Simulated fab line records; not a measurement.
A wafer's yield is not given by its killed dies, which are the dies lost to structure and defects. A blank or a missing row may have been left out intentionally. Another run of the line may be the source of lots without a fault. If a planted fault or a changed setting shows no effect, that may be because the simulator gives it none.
Check of tool commonality ; flow gf180mcu ; Sample size 12 lots and 36 wafers

== THE REASON FOR OPENING IT ==
Of 12 lots, 2 have the reading NWELL_TW flagged at GF_NWELL_TW_MEAS_11. No-fault wafers: 1575, standard deviation 12.
Rule: a lot is flagged when every wafer of it that has a number lies more than 4 standard deviations from that mean, or none has a number. The rest of the lots are taken to be sound.

lot;measured;on;NWELL_TW, wafer by wafer;flag
L193;day 3 09:30;film metro-01;1581 1594 1586;
L194;day 3 15:32;film metro-01;1593 1580 1584;
L201;day 5 04:17;film metro-01;1591 1590 1590;
L203;day 5 16:05;film metro-02;1354 1353 1348;FLAGGED
L204;day 5 21:50;film metro-01;1377 1366 1368;FLAGGED
L205;day 6 11:23;film metro-03;1586 1592 1591;
L208;day 7 01:47;film metro-02;1568 1556 1555;
L209;day 7 04:41;film metro-02;1559 1563 1560;
L211;day 7 15:08;film metro-03;1574 1573 1576;
L212;day 7 20:37;film metro-03;1578 1571 1568;
L215;day 8 11:36;film metro-02;1567 1564 1557;
L216;day 8 15:05;film metro-01;1585 1583 1571;
The numbers of the flagged lots are 1361 on average: -214 against the usual, or -18 standard deviations.

== TOOL THAT RAN EACH LOT ==
The record holds 1 process step before the reading, out of a route of 602 steps. In each cell: the tool, then ch and the chambers that the sampled wafers went through, then the start.
lot;flag;GF_NWELL_IMPLANT_08
L193;;implanter-02 ch 0, day 3 09:08
L194;;implanter-01 ch 0, day 3 15:08
L201;;implanter-01 ch 0, day 5 03:53
L203;FLAGGED;implanter-01 ch 0, day 5 15:41
L204;FLAGGED;implanter-01 ch 0, day 5 21:26
L205;;implanter-02 ch 0, day 6 10:59
L208;;implanter-04 ch 0, day 7 01:25
L209;;implanter-02 ch 0, day 7 04:17
L211;;implanter-02 ch 0, day 7 14:44
L212;;implanter-02 ch 0, day 7 20:14
L215;;implanter-02 ch 0, day 8 11:14
L216;;implanter-02 ch 0, day 8 14:41
What the steps here do:
- GF_NWELL_IMPLANT_08
- GF_NWELL_TW_MEAS_11

== FLAGGED AGAINST TOTAL, ONE TOOL AT A TIME (gauges that did the reading follow at the end) ==
step;tool;lots run;flagged;share of the flagged lots;sound lots run after its first flagged lot
GF_NWELL_IMPLANT_08;implanter-01;4;2;all;0
GF_NWELL_IMPLANT_08;implanter-02;7;0;none;-
GF_NWELL_IMPLANT_08;implanter-04;1;0;none;-
GF_NWELL_TW_MEAS_11;film metro-01;5;1;some;1 (L216)
GF_NWELL_TW_MEAS_11;film metro-02;4;1;some;3 (L208,L209,L215)
GF_NWELL_TW_MEAS_11;film metro-03;3;0;none;-

== THE TABLE: WHAT IT ALLOWS ==
Rows of the table that ran each flagged lot: 1, that is implanter-01 at GF_NWELL_IMPLANT_08.
- implanter-01 at GF_NWELL_IMPLANT_08 ran 4 lots, 2 of them flagged. Its last sound lot is L201 (day 5 03:53), its first flagged lot L203 (day 5 15:41): a fault that began between those two fits. Its own readings lie more than 4 standard deviations out on every wafer of the flagged lots: dose ions cm2, faraday current uA.
What remains is a single tool, implanter-01 at GF_NWELL_IMPLANT_08.

== WHAT WAS PUT IN BY THE SIMULATOR ==
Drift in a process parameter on implanter-01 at GF_NWELL_IMPLANT_08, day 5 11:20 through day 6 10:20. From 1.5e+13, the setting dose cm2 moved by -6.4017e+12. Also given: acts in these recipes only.
Struck lots among those shown: L203, L204. This agrees with what the rule above found.
